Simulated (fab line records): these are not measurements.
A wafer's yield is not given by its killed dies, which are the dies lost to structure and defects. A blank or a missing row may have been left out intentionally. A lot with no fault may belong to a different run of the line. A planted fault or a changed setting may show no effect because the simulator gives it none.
What tool caused it? / flow sky130 / Sampling: 15 lots, 45 wafers, 5 of 708 route steps

== WHAT THE GAUGES READ, wafer by wafer ==
SKY_LDD_N_TW_MEAS_17. Usual: for LDD_N_TW the level is 2577 and the standard deviation is 17.
lot=L337; measured=day 17 22:12; on=filmMetro-03; LDD_N_TW=2554 2557 2570; flag=
lot=L338; measured=day 18 04:14; on=filmMetro-01; LDD_N_TW=2568 2556 2564; flag=
lot=L339; measured=day 18 14:04; on=filmMetro-01; LDD_N_TW=2554 2556 2567; flag=
lot=L343; measured=day 20 02:00; on=filmMetro-02; LDD_N_TW=2561 2578 2579; flag=
lot=L344; measured=day 20 20:35; on=filmMetro-01; LDD_N_TW=2557 2583 2566; flag=
lot=L345; measured=day 21 06:21; on=filmMetro-03; LDD_N_TW=2599 2594 2583; flag=
lot=L346; measured=day 21 16:26; on=filmMetro-02; LDD_N_TW=2591 2571 2581; flag=
lot=L347; measured=day 21 18:14; on=filmMetro-02; LDD_N_TW=2576 2599 2565; flag=
lot=L348; measured=day 21 18:16; on=filmMetro-03; LDD_N_TW=2593 2587 2586; flag=
lot=L349; measured=day 22 14:14; on=filmMetro-03; LDD_N_TW=2600 2587 2583; flag=
lot=L350; measured=day 23 00:13; on=filmMetro-03; LDD_N_TW=2604 2622 2611; flag=
lot=L353; measured=day 24 02:48; on=filmMetro-02; LDD_N_TW=2589 2592 2593; flag=
lot=L357; measured=day 25 13:37; on=filmMetro-03; LDD_N_TW=2600 2592 2592; flag=
lot=L358; measured=day 25 15:40; on=filmMetro-03; LDD_N_TW=2597 2612 2598; flag=
lot=L359; measured=day 26 03:42; on=filmMetro-03; LDD_N_TW=2598 2587 2596; flag=

SKY_LDD_LDN_TW_MEAS_13. Usual: for LDD_LDN_TW the level is 1472 and the standard deviation is 9.4.
lot=L337; measured=day 23 00:39; on=filmMetro-01; LDD_LDN_TW=1459 1465 1467; flag=
lot=L338; measured=day 23 07:14; on=filmMetro-01; LDD_LDN_TW=1464 1467 1469; flag=
lot=L339; measured=day 23 17:01; on=filmMetro-01; LDD_LDN_TW=1471 1465 1472; flag=
lot=L343; measured=day 25 05:12; on=filmMetro-01; LDD_LDN_TW=1472 1474 1459; flag=
lot=L344; measured=day 25 21:59; on=filmMetro-01; LDD_LDN_TW=1470 1474 1468; flag=
lot=L345; measured=day 26 09:24; on=filmMetro-01; LDD_LDN_TW=1457 1464 1458; flag=
lot=L346; measured=day 26 16:53; on=filmMetro-02; LDD_LDN_TW=1488 1483 1471; flag=
lot=L347; measured=day 26 18:53; on=filmMetro-01; LDD_LDN_TW=1337 1339 1332; flag=OFF
lot=L348; measured=day 26 18:25; on=filmMetro-03; LDD_LDN_TW=1475 1477 1473; flag=
lot=L349; measured=day 27 15:53; on=filmMetro-01; LDD_LDN_TW=1348 1349 1341; flag=OFF
lot=L350; measured=day 27 22:58; on=filmMetro-01; LDD_LDN_TW=1346 1356 1359; flag=OFF
lot=L353; measured=day 29 00:33; on=filmMetro-01; LDD_LDN_TW=1463 1454 1467; flag=
lot=L357; measured=day 30 08:16; on=filmMetro-02; LDD_LDN_TW=1479 1477 1482; flag=
lot=L358; measured=day 30 11:19; on=filmMetro-03; LDD_LDN_TW=1481 1481 1493; flag=
lot=L359; measured=day 30 21:21; on=filmMetro-01; LDD_LDN_TW=1474 1464 1469; flag=

SKY_POLY_CUT_OVL_MEAS_09. Usual: for POLY_CUT_OVL the level is -1 nm and the standard deviation is 4.7.
lot=L337; measured=day 24 10:32; on=overlay-02; POLY_CUT_OVL (nm)=-2 -1 1; flag=
lot=L338; measured=day 24 14:56; on=overlay-02; POLY_CUT_OVL (nm)=5 3 -4; flag=
lot=L339; measured=day 25 00:56; on=overlay-02; POLY_CUT_OVL (nm)=-3 -10 -8; flag=
lot=L343; measured=day 26 13:04; on=overlay-02; POLY_CUT_OVL (nm)=10 2 -2; flag=
lot=L344; measured=day 27 06:27; on=overlay-02; POLY_CUT_OVL (nm)=-4 -5 -8; flag=
lot=L345; measured=day 27 15:34; on=overlay-01; POLY_CUT_OVL (nm)=2 -5 -4; flag=
lot=L346; measured=day 28 00:41; on=overlay-01; POLY_CUT_OVL (nm)=-1 4 3; flag=
lot=L348; measured=day 28 04:26; on=overlay-01; POLY_CUT_OVL (nm)=0 4 -3; flag=
lot=L353; measured=day 30 06:55; on=overlay-01; POLY_CUT_OVL (nm)=2 3 3; flag=
lot=L357; measured=day 31 15:11; on=overlay-02; POLY_CUT_OVL (nm)=4 2 4; flag=
lot=L358; measured=day 31 18:34; on=overlay-02; POLY_CUT_OVL (nm)=-5 -2 -7; flag=
lot=L359; measured=day 32 02:43; on=overlay-01; POLY_CUT_OVL (nm)=-5 -1 -7; flag=

== WHAT TOOL EACH LOT RAN ON (gives the tool, then ch and the chambers of the sampled wafers, and finally the start) ==
lot=L337; SKY_LDD_HVP_STRIP_09=plasmaAsher-04 ch 0, day 21 17:41; SKY_LDD_LDN_IMPLANT_11=implanter-02 ch 0, day 23 00:25
lot=L338; SKY_LDD_HVP_STRIP_09=plasmaAsher-03 ch 0,1, day 22 00:28; SKY_LDD_LDN_IMPLANT_11=implanter-03 ch 0, day 23 06:59
lot=L339; SKY_LDD_HVP_STRIP_09=plasmaAsher-02 ch 0,1, day 22 10:08; SKY_LDD_LDN_IMPLANT_11=implanter-01 ch 0, day 23 16:49
lot=L343; SKY_LDD_HVP_STRIP_09=plasmaAsher-02 ch 1, day 23 21:38; SKY_LDD_LDN_IMPLANT_11=implanter-02 ch 0, day 25 04:58
lot=L344; SKY_LDD_HVP_STRIP_09=plasmaAsher-03 ch 0,1, day 24 15:34; SKY_LDD_LDN_IMPLANT_11=implanter-02 ch 0, day 25 21:44
lot=L345; SKY_LDD_HVP_STRIP_09=plasmaAsher-03 ch 0,1, day 25 02:50; SKY_LDD_LDN_IMPLANT_11=implanter-03 ch 0, day 26 09:10
lot=L346; SKY_LDD_HVP_STRIP_09=plasmaAsher-03 ch 1, day 25 10:52; SKY_LDD_LDN_IMPLANT_11=implanter-03 ch 0, day 26 16:38
lot=L347; SKY_LDD_HVP_STRIP_09=plasmaAsher-03 ch 0,1, day 25 12:44; SKY_LDD_LDN_IMPLANT_11=implanter-03, day 26 18:38
lot=L348; SKY_LDD_HVP_STRIP_09=plasmaAsher-03 ch 0,1, day 25 12:24; SKY_LDD_LDN_IMPLANT_11=implanter-02 ch 0, day 26 18:11
lot=L349; SKY_LDD_HVP_STRIP_09=plasmaAsher-03 ch 0,1, day 26 10:23; SKY_LDD_LDN_IMPLANT_11=implanter-01, day 27 15:38
lot=L350; SKY_LDD_HVP_STRIP_09=plasmaAsher-02 ch 0,1, day 26 17:26; SKY_LDD_LDN_IMPLANT_11=implanter-03, day 27 22:44
lot=L353; SKY_LDD_HVP_STRIP_09=plasmaAsher-03 ch 1, day 27 19:29; SKY_LDD_LDN_IMPLANT_11=implanter-02 ch 0, day 29 00:19
lot=L357; SKY_LDD_HVP_STRIP_09=plasmaAsher-02 ch 0,1, day 29 03:40; SKY_LDD_LDN_IMPLANT_11=implanter-03 ch 0, day 30 08:02
lot=L358; SKY_LDD_HVP_STRIP_09=plasmaAsher-03 ch 0,1, day 29 06:12; SKY_LDD_LDN_IMPLANT_11=implanter-01 ch 0, day 30 11:05
lot=L359; SKY_LDD_HVP_STRIP_09=plasmaAsher-02 ch 0,1, day 29 16:49; SKY_LDD_LDN_IMPLANT_11=implanter-03 ch 0, day 30 21:07
- SKY_LDD_HVP_STRIP_09: strips in O2/N2.
- SKY_LDD_LDN_IMPLANT_11

== WHAT THE TOOLS THEMSELVES READ (means of the sampled wafers that have a number; where no wafer has one, the mark that the record gives instead) ==
SKY_LDD_HVP_STRIP_09. Usual: drypumpMotorCurrentA 5.45 A, standard deviation 0.3; oesProductAu 0.408 a.u., standard deviation 0.0044; stripTimeToEndpointS 4.128 s, standard deviation 0.015.
lot=L337; tool=plasmaAsher-04; drypumpMotorCurrentA (A)=5.71; oesProductAu (a.u.)=0.405; stripTimeToEndpointS (s)=4.126; flag=
lot=L338; tool=plasmaAsher-03; drypumpMotorCurrentA (A)=5.48; oesProductAu (a.u.)=0.410; stripTimeToEndpointS (s)=4.135; flag=
lot=L339; tool=plasmaAsher-02; drypumpMotorCurrentA (A)=5.13; oesProductAu (a.u.)=0.409; stripTimeToEndpointS (s)=4.121; flag=
lot=L343; tool=plasmaAsher-02; drypumpMotorCurrentA (A)=5.09; oesProductAu (a.u.)=0.411; stripTimeToEndpointS (s)=4.121; flag=
lot=L344; tool=plasmaAsher-03; drypumpMotorCurrentA (A)=5.49; oesProductAu (a.u.)=0.409; stripTimeToEndpointS (s)=4.130; flag=
lot=L345; tool=plasmaAsher-03; drypumpMotorCurrentA (A)=5.41; oesProductAu (a.u.)=0.413; stripTimeToEndpointS (s)=4.108; flag=
lot=L346; tool=plasmaAsher-03; drypumpMotorCurrentA (A)=5.27; oesProductAu (a.u.)=0.408; stripTimeToEndpointS (s)=4.153; flag=
lot=L347; tool=plasmaAsher-03; drypumpMotorCurrentA (A)=5.49; oesProductAu (a.u.)=0.413; stripTimeToEndpointS (s)=4.148; flag=
lot=L348; tool=plasmaAsher-03; drypumpMotorCurrentA (A)=5.40; oesProductAu (a.u.)=0.408; stripTimeToEndpointS (s)=4.122; flag=
lot=L349; tool=plasmaAsher-03; drypumpMotorCurrentA (A)=5.48; oesProductAu (a.u.)=0.407; stripTimeToEndpointS (s)=4.121; flag=
lot=L350; tool=plasmaAsher-02; drypumpMotorCurrentA (A)=5.14; oesProductAu (a.u.)=0.408; stripTimeToEndpointS (s)=4.121; flag=
lot=L353; tool=plasmaAsher-03; drypumpMotorCurrentA (A)=5.29; oesProductAu (a.u.)=0.408; stripTimeToEndpointS (s)=4.128; flag=
lot=L357; tool=plasmaAsher-02; drypumpMotorCurrentA (A)=5.16; oesProductAu (a.u.)=0.406; stripTimeToEndpointS (s)=4.134; flag=
lot=L358; tool=plasmaAsher-03; drypumpMotorCurrentA (A)=5.40; oesProductAu (a.u.)=0.412; stripTimeToEndpointS (s)=4.136; flag=
lot=L359; tool=plasmaAsher-02; drypumpMotorCurrentA (A)=5.18; oesProductAu (a.u.)=0.407; stripTimeToEndpointS (s)=4.134; flag=

SKY_LDD_LDN_IMPLANT_11. Usual: beamEnergyKeV 15.001, standard deviation 0.0047; beamOnS 10.00 s, standard deviation 0.21.
lot=L337; tool=implanter-02; beamEnergyKeV=14.998; beamOnS (s)=10.00; flag=
lot=L338; tool=implanter-03; beamEnergyKeV=15.005; beamOnS (s)=10.31; flag=
lot=L339; tool=implanter-01; beamEnergyKeV=14.993; beamOnS (s)=9.93; flag=
lot=L343; tool=implanter-02; beamEnergyKeV=15.004; beamOnS (s)=10.13; flag=
lot=L344; tool=implanter-02; beamEnergyKeV=15.000; beamOnS (s)=9.74; flag=
lot=L345; tool=implanter-03; beamEnergyKeV=15.002; beamOnS (s)=10.10; flag=
lot=L346; tool=implanter-03; beamEnergyKeV=15.003; beamOnS (s)=10.00; flag=
lot=L347; tool=implanter-03; beamEnergyKeV=-; beamOnS (s)=-; flag=OFF
lot=L348; tool=implanter-02; beamEnergyKeV=14.998; beamOnS (s)=9.97; flag=
lot=L349; tool=implanter-01; beamEnergyKeV=-; beamOnS (s)=-; flag=OFF
lot=L350; tool=implanter-03; beamEnergyKeV=-; beamOnS (s)=-; flag=OFF
lot=L353; tool=implanter-02; beamEnergyKeV=15.004; beamOnS (s)=9.95; flag=
lot=L357; tool=implanter-03; beamEnergyKeV=15.000; beamOnS (s)=10.05; flag=
lot=L358; tool=implanter-01; beamEnergyKeV=15.001; beamOnS (s)=9.88; flag=
lot=L359; tool=implanter-03; beamEnergyKeV=15.002; beamOnS (s)=10.01; flag=

== THE ANSWER, worked out from the rows above alone ==
Rule: a lot is off if the mean of its wafers that have a number lies more than 3 standard deviations from the usual mean. Also off: a lot with no number at a reading for which 4 or more lots have one. The other lots that the step has rows for count as sound. After the gauges, taken in route order, come the tools' own readings; for these a lot's mean is taken, as printed above. The first step at which some lot is off is used, and at that step the reading that is off furthest; a lot without a number counts as furthest.
Off: L347, L349, L350, at SKY_LDD_LDN_TW_MEAS_13 (LDD_LDN_TW).
If a tool, at a process step before that reading, ran all the lots that are off and no sound lot after the first of them, it fits. Not tried: the gauges at SKY_LDD_LDN_TW_MEAS_13; whatever is off there is also off at SKY_LDD_LDN_IMPLANT_11, on other tools, and gauge error can't account for it. Not one of the candidates tried fits.

== WHAT THE SIMULATOR HAD INSERTED ==
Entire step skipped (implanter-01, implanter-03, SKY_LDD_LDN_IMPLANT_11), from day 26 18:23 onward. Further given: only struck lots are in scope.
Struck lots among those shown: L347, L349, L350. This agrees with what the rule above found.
